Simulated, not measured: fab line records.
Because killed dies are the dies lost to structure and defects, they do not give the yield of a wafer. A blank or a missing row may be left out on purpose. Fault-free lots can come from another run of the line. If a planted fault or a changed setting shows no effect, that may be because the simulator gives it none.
fab line records | flow sky130
[record] lots = 10 wafers = 29 lastDay = 51
route steps=708 shown LDD_HVP@287 LDD_LDN@301 LI_CONTACT@374 LOCAL_INTERCONNECT@387 PAD_OPEN@708
lots with no fault: from the same line, run without faults
startH: the number of hours between the record's first day and the start of the first shown wafer of the lot | waitH: time in hours since the lot's previous step | " as in the row above | L1.1+2: a row that stands for several wafers | - no value, or no start was given | * or withheld: withheld | < > ~ a bound
route shown NAME@n: NAME is a module with steps in the file, n the number in the route of the first one | usual: mean and standard deviation over wafers with no fault | same: alike in all rows | chamber/n: place in a boat | sites: each site's reading | _std_site: standard deviation across them | _edge_site: the outer-site mean with the inner-site mean subtracted | radiusMm: how far each site lies from the wafer's centre | mask NAME#n: copy n | behind: the most recent tool/chamber to have shaped the wafer | hold: why the lot went on hold/how many hours it stayed there/how the hold came to an end | device: whichever transistor did not switch (one of n, p or np) | end of line: tests run on the same wafers once the route is complete | for a step that has no rows: nothing shown but its recipe | killed: dies lost to structure and defects at the first sort, not the wafer's yield | map: dies across one wafer; x = killed, . = not, _ = none there
set.NAME: the run value of the setting; set.NAME@STEP: its run value at that earlier step | model.NAME: the simulator's own value behind a step, which no gauge read
a sample of lots followed through the steps of the route, with each step as a table and each wafer as a row
services: the hour from which a tool's chamber was out of use, counted from the record's first day as startH (under 0 if before that day), plus the number of hours and why
[[steps]]
[step SKY_LDD_HVP_STRIP_09]
[recipe] chemistry = O2/N2 powerW = 1400 pressureMtorr = 1500 platenTempC = withheld o2FlowSccm = 3000 n2FlowSccm = 300 overashFraction = 0.5
[usual] drypumpMotorCurrentA = 5.8/0.46 oesProductAu = 0.408/0.005 stripTimeToEndpointS = 4.130/0.015
// columns lot.wafer tool chamber startH waitH drypumpMotorCurrentA oesProductAu rfHoursCounterH stripTimeToEndpointS
L675.1 plasmaAsher-04 1 545.55 0.1 6.1 0.406 84 4.125
L675.3 " 1 " " 6.1 0.410 - 4.110
L675.5 " 0 " " 6.4 0.408 - 4.120
L677.2 plasmaAsher-04 1 550.02 0.1 6.2 0.405 84 4.100
L677.4 " 1 " " 6.1 0.408 - 4.103
L677.6 " 0 " " 6.4 0.418 - 4.095
L678.1 plasmaAsher-02 1 555.50 0.1 5.2 0.409 75 4.128
L678.3 " 0 " " 5.5 0.413 - 4.101
L678.6 " 0 " " 5.5 0.399 - 4.126
L680.2 plasmaAsher-03 0 568.76 0.1 5.4 0.407 12 4.133
L680.5 " 0 " " 5.4 0.410 - 4.121
L680.6 " 1 " " 6.1 0.412 - 4.142
L685.1 plasmaAsher-02 0 616.61 0.1 5.5 0.398 79 4.127
L685.2 " 1 " " 5.2 0.404 79 4.149
L685.4 " 1 " " 5.2 0.403 - 4.148
L686.1 plasmaAsher-02 1 626.06 0.1 5.2 0.409 80 4.139
L686.2 " 0 " " 5.4 0.411 80 4.143
L689.2 plasmaAsher-04 0 645.85 0.1 6.4 0.419 94 4.149
L689.3 " 1 " " 6.1 0.408 - 4.140
L689.4 " 0 " " 6.4 0.404 - 4.133
L692.4 plasmaAsher-03 0 677.06 0.1 5.4 0.409 - 4.135
L692.5 " 1 " " 6.2 0.417 - 4.149
L692.6 " 0 " " 5.3 0.404 - 4.136
L693.3 plasmaAsher-03 1 683.28 0.1 6.2 0.408 - 4.145
L693.4 " 0 " " 5.4 0.417 - 4.141
L693.5 " 1 " " 6.1 0.405 - 4.134
L695.1 plasmaAsher-04 1 692.21 0.1 6.0 0.409 99 4.135
L695.3 " 1 " " 6.1 0.418 - 4.136
L695.4 " 0 " " 6.5 0.410 - 4.143
[step SKY_LDD_LDN_STRIP_12]
[recipe] chemistry = O2/N2 powerW = 1400 pressureMtorr = 1500 platenTempC = withheld o2FlowSccm = 3000 n2FlowSccm = 300 overashFraction = 0.5
[usual] drypumpMotorCurrentA = 5.7/0.5 oesProductAu = 0.716/0.004 stripTimeToEndpointS = 14.17/0.038
// columns lot.wafer tool chamber startH waitH drypumpMotorCurrentA oesProductAu rfHoursCounterH stripTimeToEndpointS
L675.1 plasmaAsher-01 1 576.30 0.1 5.9 0.712 46 14.14
L675.3 " 1 " " 5.8 0.719 - 14.14
L675.5 " 1 " " 5.9 0.714 - 14.19
L677.2 plasmaAsher-01 0 580.73 0.1 5.0 0.716 46 14.14
L677.4 " 1 " " 5.9 0.720 - 14.15
L677.6 " 1 " " 5.8 0.713 - 14.22
L678.1 plasmaAsher-03 1 586.83 0.1 6.1 0.722 14 14.14
L678.3 " 1 " " 6.1 0.712 - 14.22
L678.6 " 1 " " 6.1 0.721 - 14.21
L680.2 plasmaAsher-01 1 599.53 0.1 5.8 0.714 48 14.20
L680.5 " 1 " " 5.9 0.715 - 14.17
L680.6 " 0 " " 5.0 0.721 - 14.23
L685.1 plasmaAsher-04 1 646.73 0.1 6.1 0.720 94 14.25
L685.2 " 0 " " 6.4 0.708 94 14.23
L685.4 " 1 " " 6.1 0.716 - 14.27
L686.1 plasmaAsher-01 1 656.05 0.1 5.8 0.712 54 14.16
L686.2 " 0 " " 5.0 0.722 54 14.17
L689.2 plasmaAsher-01 0 675.20 0.1 5.0 0.721 56 14.18
L689.3 " 1 " " 5.8 0.719 - 14.19
L689.4 " 0 " " 5.0 0.728 - 14.21
L692.4 plasmaAsher-04 1 705.76 0.1 6.1 0.715 - 14.13
L692.5 " 0 " " 6.4 0.710 - 14.18
L692.6 " 1 " " 6.1 0.714 - 14.12
L693.3 plasmaAsher-03 1 712.36 0.1 6.1 0.713 - 14.13
L693.4 " 0 " " 5.4 0.712 - 14.13
L693.5 " 1 " " 6.1 0.720 - 14.14
L695.1 plasmaAsher-04 1 721.10 0.1 6.1 0.717 102 14.12
L695.3 " 0 " " 6.4 0.714 - 14.19
L695.4 " 1 " " 6.1 0.706 - 14.16
[step SKY_LI_CONTACT_CD_MEAS_12]
[recipe] targetCdNm = 170
[usual] cdNm = 170.1/1.3
// columns lot.wafer tool chamber startH waitH cdNm
L675.1 cdSem-01 - 725.14 - 168.4
L675.3 " - " " 168.5
L675.5 " - " " 168.4
L677.2 cdSem-02 - 729.66 - 170.0
L677.4 " - " " 168.9
L677.6 " - " " 170.0
L678.1 cdSem-01 - 736.14 - 169.0
L678.3 " - " " 170.0
L678.6 " - " " 169.4
L680.2 cdSem-01 - 748.04 - 170.3
L680.5 " - " " 170.3
L680.6 " - " " 170.8
L685.1 cdSem-01 - 791.22 - 170.2
L685.2 " - " " 169.8
L685.4 " - " " 171.6
L686.1 cdSem-02 - 800.82 - 170.1
L686.2 " - " " 170.0
L689.2 cdSem-01 - 817.24 - 169.2
L689.3 " - " " 170.1
L689.4 " - " " 169.8
L692.4 cdSem-01 - 847.65 - 169.4
L692.5 " - " " 170.9
L692.6 " - " " 170.0
L693.3 cdSem-02 - 850.43 - 171.5
L693.4 " - " " 171.3
L693.5 " - " " 172.0
L695.1 cdSem-01 - 861.08 - 170.4
L695.3 " - " " 169.2
L695.4 " - " " 170.8
[step SKY_LOCAL_INTERCONNECT_SPUTTER_00]
[recipe] material = TiN targetThkNm = 100 tempC = 300 powerW = 6500 timeS = 83.3 chamberPressurePa = 0.4
[usual] chamberPressurePa = 0.4000/0.00077 substrateTempC = 300.04/0.18 susceptorTempC = 300.01/0.17 throttleValvePct = 30.4/1.2
// columns lot.wafer tool chamber startH waitH chamberPressurePa substrateTempC susceptorTempC throttleValvePct
L675.1 pvdSputter-03 - 726.46 0.2 0.3993 299.82 300.10 30.1
L675.3 " - " " 0.3992 300.03 300.19 29.0
L675.5 " - " " 0.4003 299.77 300.06 28.0
L677.2 pvdSputter-02 - 730.98 0.1 0.3989 300.23 299.86 29.3
L677.4 " - " " 0.3996 300.24 299.77 30.8
L677.6 " - " " 0.3993 300.29 300.24 29.2
L678.1 pvdSputter-01 - 737.46 0.2 0.3999 300.02 300.36 31.2
L678.3 " - " " 0.4002 300.17 300.18 31.4
L678.6 " - " " 0.3993 300.12 299.83 32.2
L680.2 pvdSputter-01 - 749.50 0.2 0.3993 300.39 299.83 31.0
L680.5 " - " " 0.3998 299.95 300.37 31.9
L680.6 " - " " 0.3988 299.84 300.00 31.3
L685.1 pvdSputter-03 - 792.56 0.2 0.4000 299.91 300.24 30.3
L685.2 " - " " 0.3998 300.12 299.93 31.0
L685.4 " - " " 0.4006 300.10 300.11 29.0
L686.1 pvdSputter-03 - 802.15 0.2 0.4001 300.10 299.89 29.0
L686.2 " - " " 0.4010 299.67 300.13 28.1
L689.2 pvdSputter-01 - 818.55 0.1 0.4007 299.63 300.29 31.4
L689.3 " - " " 0.4004 299.99 299.58 32.0
L689.4 " - " " 0.4007 300.15 300.15 31.3
L692.4 pvdSputter-02 - 848.91 0.1 0.4000 299.71 300.13 30.9
L692.5 " - " " 0.4004 300.29 300.14 29.1
L692.6 " - " " 0.4004 299.82 300.00 30.6
L693.3 pvdSputter-01 - 851.71 0.1 0.4004 300.25 300.21 31.4
L693.4 " - " " 0.4013 300.00 299.86 31.8
L693.5 " - " " 0.4012 299.95 299.76 31.9
L695.1 pvdSputter-01 - 862.61 0.1 0.4008 299.93 299.80 31.2
L695.3 " - " " 0.4004 300.33 300.13 31.6
L695.4 " - " " 0.4002 299.87 299.80 31.7
[step SKY_LOCAL_INTERCONNECT_RS_MEAS_01]
[recipe] thkMeasGauge = four-point-probe reads = TiN_of_LOCAL_INTERCONNECT_SPUTTER_00
[usual] LOCAL_INTERCONNECT_TIN_RS = 14.17/0.19
// columns lot.wafer tool chamber startH waitH LOCAL_INTERCONNECT_TIN_RS[ohm/sq]
L675.1 filmMetro-04 - 726.52 0.0 14.00
L675.3 " - " " 14.04
L675.5 " - " " 14.05
L677.2 filmMetro-03 - 731.06 0.1 14.12
L677.4 " - " " 14.33
L677.6 " - " " 14.15
L678.1 filmMetro-03 - 737.52 0.0 14.29
L678.3 " - " " 14.24
L678.6 " - " " 14.14
L680.2 filmMetro-03 - 749.59 0.1 14.46
L680.5 " - " " 13.99
L680.6 " - " " 14.28
L685.1 filmMetro-04 - 792.63 0.0 11.02
L685.2 " - " " 14.26
L685.4 " - " " 13.99
L686.1 filmMetro-02 - 802.22 0.0 10.93
L686.2 " - " " 14.11
L689.2 filmMetro-03 - 818.63 0.1 14.46
L689.3 " - " " 14.45
L689.4 " - " " 14.39
L692.4 filmMetro-04 - 849.04 0.1 14.10
L692.5 " - " " 13.96
L692.6 " - " " 14.11
L693.3 filmMetro-03 - 851.81 0.1 14.10
L693.4 " - " " 14.14
L693.5 " - " " 14.19
L695.1 filmMetro-03 - 862.68 0.0 14.44
L695.3 " - " " 13.98
L695.4 " - " " 14.16
[step SKY_LOCAL_INTERCONNECT_THK_MEAS_02]
[recipe] thkMeasGauge = xrf reads = TiN_of_LOCAL_INTERCONNECT_SPUTTER_00
[usual] LOCAL_INTERCONNECT_TIN_THK = 97.9/1.3
// columns lot.wafer tool chamber startH waitH LOCAL_INTERCONNECT_TIN_THK[nm]
L675.1 filmMetro-04 - 726.64 0.1 99.2
L675.3 " - " " 98.7
L675.5 " - " " 98.7
L677.2 filmMetro-03 - 731.17 0.1 98.3
L677.4 " - " " 96.8
L677.6 " - " " 98.0
L678.1 filmMetro-03 - 737.64 0.1 97.3
L678.3 " - " " 97.7
L678.6 " - " " 98.1
L680.2 filmMetro-03 - 749.70 0.1 96.2
L680.5 " - " " 98.9
L680.6 " - " " 97.8
L685.1 filmMetro-04 - 792.75 0.1 125.4
L685.2 " - " " 97.5
L685.4 " - " " 99.8
L686.1 filmMetro-02 - 802.34 0.1 125.3
L686.2 " - " " 98.3
L689.2 filmMetro-03 - 818.74 0.1 96.5
L689.3 " - " " 97.0
L689.4 " - " " 97.7
L692.4 filmMetro-04 - 849.13 0.1 98.5
L692.5 " - " " 99.6
L692.6 " - " " 99.1
L693.3 filmMetro-03 - 851.91 0.1 98.7
L693.4 " - " " 99.1
L693.5 " - " " 97.8
L695.1 filmMetro-03 - 862.80 0.1 96.4
L695.3 " - " " 99.6
L695.4 " - " " 97.8
[step SKY_LOCAL_INTERCONNECT_METAL_ETCH_14]
[recipe] targetDepthNm = 110 stopOn = PSG chemistry = Cl2/BCl3 target = TiN resistSidewallDeg = 88 pressureMtorr = 10 icpW = 900 biasW = 48.5 Cl2_flow_sccm = 60 bcl3FlowSccm = 30 timeS = 31.4
[usual] drypumpMotorCurrentA = 5.9/0.41 oesProductAu = 0.940/0.0081 throttleValvePct = 21.901/0.011
// columns lot.wafer tool chamber startH waitH drypumpMotorCurrentA oesProductAu rfHoursCounterH throttleValvePct
L675.1 rieMetal-02 1 754.48 0.0 5.9 0.950 13 21.905
L675.3 " 0 " " 6.3 0.945 - 21.897
L675.5 " 1 " " 5.8 0.938 - 21.883
L677.2 rieMetal-04 0 758.98 0.0 6.3 0.944 10 21.915
L677.4 " 0 " " 6.3 0.941 - 21.904
L677.6 " 0 " " 6.3 0.931 - 21.916
L678.1 rieMetal-02 1 765.66 0.0 5.9 0.931 13 21.910
L678.3 " 1 " " 5.9 0.939 - 21.912
L678.6 " 1 " " 5.9 0.947 - 21.917
L680.2 rieMetal-02 1 777.36 0.0 5.9 0.927 13 21.898
L680.5 " 1 " " 5.9 0.949 - 21.901
L680.6 " 0 " " 6.3 0.943 - 21.910
L685.1 rieMetal-03 1 820.13 0.0 5.4 0.967 7 21.886
L685.2 " 0 " " 6.2 0.935 11 21.908
L685.4 " 0 " " 6.3 0.950 - 21.904
L686.1 rieMetal-02 1 829.38 0.0 5.9 0.997 15 21.856
L686.2 " 0 " " 6.3 0.946 6 21.898
L689.2 rieMetal-02 0 846.22 0.1 6.3 0.930 - 21.923
L689.3 " 0 " " 6.3 0.930 - 21.917
L689.4 " 0 " " 6.2 0.932 - 21.904
L692.4 rieMetal-02 1 875.46 0.0 5.8 0.943 - 21.895
L692.5 " 1 " " 5.8 0.947 - 21.892
L692.6 " 0 " " 6.3 0.945 - 21.893
L693.3 rieMetal-04 1 878.88 0.0 5.2 0.948 - 21.887
L693.4 " 0 " " 6.3 0.950 - 21.892
L693.5 " 0 " " 6.3 0.935 - 21.901
L695.1 rieMetal-03 1 889.78 0.0 5.4 0.919 11 21.910
L695.3 " 0 " " 6.2 0.948 - 21.914
L695.4 " 1 " " 5.4 0.943 - 21.915
[step SKY_PAD_OPEN_PROBE_99]
[usual] killed_at_M0_to_M3 = 44/7.2 killed_at_M4_up = 2.9/1.8 killedAtContacts = 24/5.2 killedAtFrontEnd = 15/4 killedAtOther = 0.2/0.49 killedDies = 85/9.1 killedOnRim = 17/3.7 killedOpen = 47/6.8 killedShort = 38/5.7
[same] grossDies = 492 killedAtBackSide = 0
// columns lot.wafer tool chamber startH waitH killed_at_M0_to_M3 killed_at_M4_up killedAtContacts killedAtFrontEnd killedAtOther killedDies killedOnRim killedOpen killedShort
L685.1 prober-02 - 1167.02 0.1 54 4 418 16 0 492 96 53 42
L685.2 prober-02 - 1167.07 0.1 35 1 31 19 0 86 18 54 32
L685.4 prober-02 - 1167.17 0.2 50 1 22 13 0 86 16 48 38
L686.1 prober-01 - 1175.27 0.1 52 2 421 16 1 492 96 49 47
L686.2 prober-01 - 1175.32 0.1 42 4 18 15 1 80 13 43 37
L689.2 prober-02 - 1186.62 0.1 47 3 37 13 0 100 25 59 41
L689.3 prober-02 - 1186.67 0.2 41 5 27 16 0 89 17 49 40
L689.4 prober-02 - 1186.72 0.2 43 2 30 12 0 87 18 48 39
// killed by level:class
L685.1 LOCAL_INTERCONNECT:areaEtch=397 CONTACT:geometricParticle:open=12 VIA1:geometricParticle:open=12 VIA1:geometricParticle:short=9 METAL1:geometricParticle:short=8 FIELD_ISO:geometricParticle:open=5 POLY_GATE:geometricParticle:open=5 VIA3:geometricParticle:open=5
L685.2 CONTACT:geometricParticle:open=12 VIA3:geometricParticle:open=9 LI_CONTACT:geometricParticle:open=9 VIA2:geometricParticle:open=7 FIELD_ISO:geometricParticle:open=6 LI_CONTACT:geometricParticle:short=5 POLY_GATE:geometricParticle:short=4 METAL1:geometricParticle:short=4
L685.4 VIA1:geometricParticle:open=17 CONTACT:geometricParticle:open=10 METAL1:geometricParticle:short=7 VIA2:geometricParticle:open=6 METAL3:geometricParticle:short=6 POLY_GATE:geometricParticle:short=4 LI_CONTACT:geometricParticle:open=4 FIELD_ISO:geometricParticle:short=3
L686.1 LOCAL_INTERCONNECT:areaEtch=396 VIA2:geometricParticle:open=12 LOCAL_INTERCONNECT:geometricParticle:short=7 CONTACT:geometricParticle:open=7 VIA3:geometricParticle:open=7 POLY_GATE:geometricParticle:short=6 METAL2:geometricParticle:short=6 METAL3:geometricParticle:short=5
L686.2 VIA3:geometricParticle:open=9 VIA1:geometricParticle:open=7 LI_CONTACT:geometricParticle:open=6 FIELD_ISO:geometricParticle:short=5 LOCAL_INTERCONNECT:geometricParticle:short=5 CONTACT:geometricParticle:open=5 METAL1:geometricParticle:short=5 VIA2:geometricParticle:open=5
L689.2 CONTACT:geometricParticle:open=12 VIA1:geometricParticle:open=12 LI_CONTACT:geometricParticle:open=10 VIA2:geometricParticle:open=8 METAL2:geometricParticle:short=8 CONTACT:geometricParticle:short=6 FIELD_ISO:geometricParticle:open=5 LOCAL_INTERCONNECT:geometricParticle:short=4
L689.3 CONTACT:geometricParticle:open=14 LI_CONTACT:geometricParticle:open=9 VIA1:geometricParticle:open=9 VIA1:geometricParticle:short=6 VIA3:geometricParticle:open=5 METAL1:geometricParticle:short=4 METAL2:geometricParticle:short=4 VIA2:geometricParticle:short=4
L689.4 CONTACT:geometricParticle:open=9 VIA3:geometricParticle:open=9 LI_CONTACT:geometricParticle:open=7 CONTACT:geometricParticle:short=7 VIA1:geometricParticle:open=7 METAL1:geometricParticle:short=6 LOCAL_INTERCONNECT:geometricParticle:short=5 VIA1:geometricParticle:short=5
[[services]]
// columns tool chamber startH hours kind
pvdSputter-02 - 552.21 8.5 repair
plasmaAsher-01 - 562.30 0.8 repair
pvdSputter-02 - 569.87 1.5 repair
pvdSputter-01 - 570.89 24.6 repair
plasmaAsher-02 - 574.75 14.6 pm
rieMetal-03 - 608.34 0.3 repair
rieMetal-03 - 621.11 2.8 pm
rieMetal-02 - 628.14 2.8 pm
pvdSputter-01 - 629.20 7.8 repair
rieMetal-04 0 632.88 9.8 repair
plasmaAsher-02 - 635.27 2.8 pm
rieMetal-04 0 658.59 4.9 repair
rieMetal-02 1 675.65 24.6 repair
rieMetal-02 0 681.99 6.3 repair
plasmaAsher-01 - 690.53 2.8 pm
plasmaAsher-03 - 704.69 5.0 repair
plasmaAsher-04 - 733.75 9.0 pm
plasmaAsher-04 - 776.10 7.5 repair
plasmaAsher-03 - 788.62 0.7 repair
plasmaAsher-03 - 792.67 2.2 repair
plasmaAsher-04 - 802.42 2.7 pm
pvdSputter-03 - 826.09 6.4 repair
plasmaAsher-04 - 835.15 0.3 repair
plasmaAsher-03 - 846.60 2.8 pm
[[key]]
[firstSign] step = SKY_LOCAL_INTERCONNECT_RS_MEAS_01 reading = LOCAL_INTERCONNECT_TIN_RS direction = down sigmas = 17 usual = 14.17 struck = 10.97
[effect] step = SKY_LOCAL_INTERCONNECT_THK_MEAS_02 reading = LOCAL_INTERCONNECT_TIN_THK direction = up sigmas = 21 usual = 97.9 struck = 125.4
[effect] step = SKY_LOCAL_INTERCONNECT_METAL_ETCH_14 reading = oesProductAu direction = up sigmas = 5.2 usual = 0.940 struck = 0.982
[effect] step = SKY_PAD_OPEN_PROBE_99 reading = killedAtContacts direction = up sigmas = 75 usual = 24 struck = 420
[moreKillsBornAt] SKY_LOCAL_INTERCONNECT_METAL_ETCH_14@rieMetal-03 = 397 SKY_LOCAL_INTERCONNECT_METAL_ETCH_14@rieMetal-02 = 396
metAt SKY_LOCAL_INTERCONNECT_SPUTTER_00
struckLots L685,L686
struckWafers L685.1,L686.1
laterRowsLeftOut L685.1,L686.1
testerLeftOut L685,L686
notActingAt SKY_LDD_HVP_STRIP_09,SKY_LDD_LDN_STRIP_12,SKY_LI_CONTACT_CD_MEAS_12
onsetBetween 726.46 792.56
[fault] kind = processParameterDrift tool = pvdSputter-03 chamber = - onsetH = 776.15 steps = SKY_LOCAL_INTERCONNECT_SPUTTER_00 channel = targetThkNm offset = 28.127 shape = step endH = 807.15 scope = struckWafersOnly actsIn = theseRecipesOnly stated = 100
// testerLeftOut: of these lots the tester's yield and bins aren't shown, on N5 and GAA mostly nor the transistor test; their killed dies are dies lost to structure and defects alone, not to doping, threshold or leakage, so they don't give the yield
// laterRowsLeftOut: the simulator's readings of these wafers behind a module that went badly wrong aren't trusted and aren't shown, but for the sort
